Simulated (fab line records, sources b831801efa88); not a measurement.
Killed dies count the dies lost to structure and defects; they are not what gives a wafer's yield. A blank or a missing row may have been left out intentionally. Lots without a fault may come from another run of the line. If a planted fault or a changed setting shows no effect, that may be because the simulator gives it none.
One fault seen from 2 desks | flow sky130 | only its own numbers are on each desk; what lay behind them is given at the end

## FROM THE METROLOGY DESK
Means of the sampled wafers that have a number, per lot and without regard to the tool the lot ran on: this is what the gauges read. Any lot whose mean is over 4 standard deviations away from the usual mean is out of limits and marked OUT; that distance is given in the brackets.
Columns: A = VT_ADJUST_HVTP_TW at SKY_VT_ADJUST_HVTP_TW_MEAS_11, usual 1346; B = VT_ADJUST_LVTN_2_TW at SKY_VT_ADJUST_LVTN_TW_MEAS_21, usual 186.2; C = cd nm at SKY_VT_ADJUST_NCORE_CD_MEAS_07, usual 379.7 nm
lot  | first seen here | A    | B                | C
L272 | day 6 00:12     | 1332 | 186.0            | 378.6
L273 | day 6 06:22     | 1359 | 185.5            | 379.7
L274 | day 6 20:43     | 1335 | 184.1            | 379.0
L275 | day 7 00:40     | 1354 | 185.4            | 378.7
L276 | day 7 09:31     | 1350 | 187.2            | 382.0
L277 | day 7 13:52     | 1355 | 187.3            | 377.9
L279 | day 7 22:15     | 1348 | 185.2            | 384.9
L283 | day 9 03:13     | 1354 | 186.8            | 380.1
L284 | day 9 07:24     | 1340 | 186.3            | 383.8
L285 | day 9 11:15     | 1333 | 188.7            | 379.9
L292 | day 11 09:01    | 1356 | 174.1 (-8.7) OUT | 378.6
L293 | day 11 14:54    | 1360 | 183.3            | 379.7
L295 | day 12 03:21    | 1348 | 176.1 (-7.2) OUT | 378.2
This desk's finding: out of limits on L292, L295; first on L292, day 13 10:07 (VT_ADJUST_LVTN_2_TW at SKY_VT_ADJUST_LVTN_TW_MEAS_21). In limits: L272, L273, L274, L275, L276, L277, L279, L283, L284, L285, L293.

## TOOL OWNER'S DESK, implanter-02
The tool's own readings at SKY_VT_ADJUST_LVTN_IMPLANT_19: means of the sampled wafers that have a number, for each lot that ran on this tool. Any lot whose mean is over 4 standard deviations away from the usual mean is out of limits and marked OUT; that distance is given in the brackets.
Columns: A = faraday current uA at SKY_VT_ADJUST_LVTN_IMPLANT_19, usual 3.67
lot  | first seen here | A
L272 | day 7 14:23     | 3.59
L274 | day 8 13:07     | 3.72
L275 | day 8 17:32     | 3.65
L279 | day 9 16:46     | 3.69
L283 | day 10 21:10    | 3.61
L284 | day 11 03:23    | 3.72
L285 | day 11 07:38    | 3.70
L292 | day 13 09:52    | 3.67
L293 | day 13 15:58    | 3.73
L295 | day 14 03:38    | 3.68
Result from this desk: across the 10 lots, nothing is out of limits.

## TAKEN TOGETHER
An alarm was possible from the metrology desk at day 13 10:07, on L292, L295.
The tool owner's desk saw nothing out of limits.
Tool owner's desk: L292, L295 on record, inside its limits.
The lots listed all ran SKY_VT_ADJUST_LVTN_IMPLANT_19 on implanter-02.

## WHAT THE SIMULATOR HAD PUT IN
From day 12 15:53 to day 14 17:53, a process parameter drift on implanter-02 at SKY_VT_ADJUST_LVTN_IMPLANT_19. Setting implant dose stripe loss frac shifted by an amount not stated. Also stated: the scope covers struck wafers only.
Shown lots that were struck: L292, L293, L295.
Delay in hours, fault start to first out-of-limits reading, per desk: metrology desk 18.
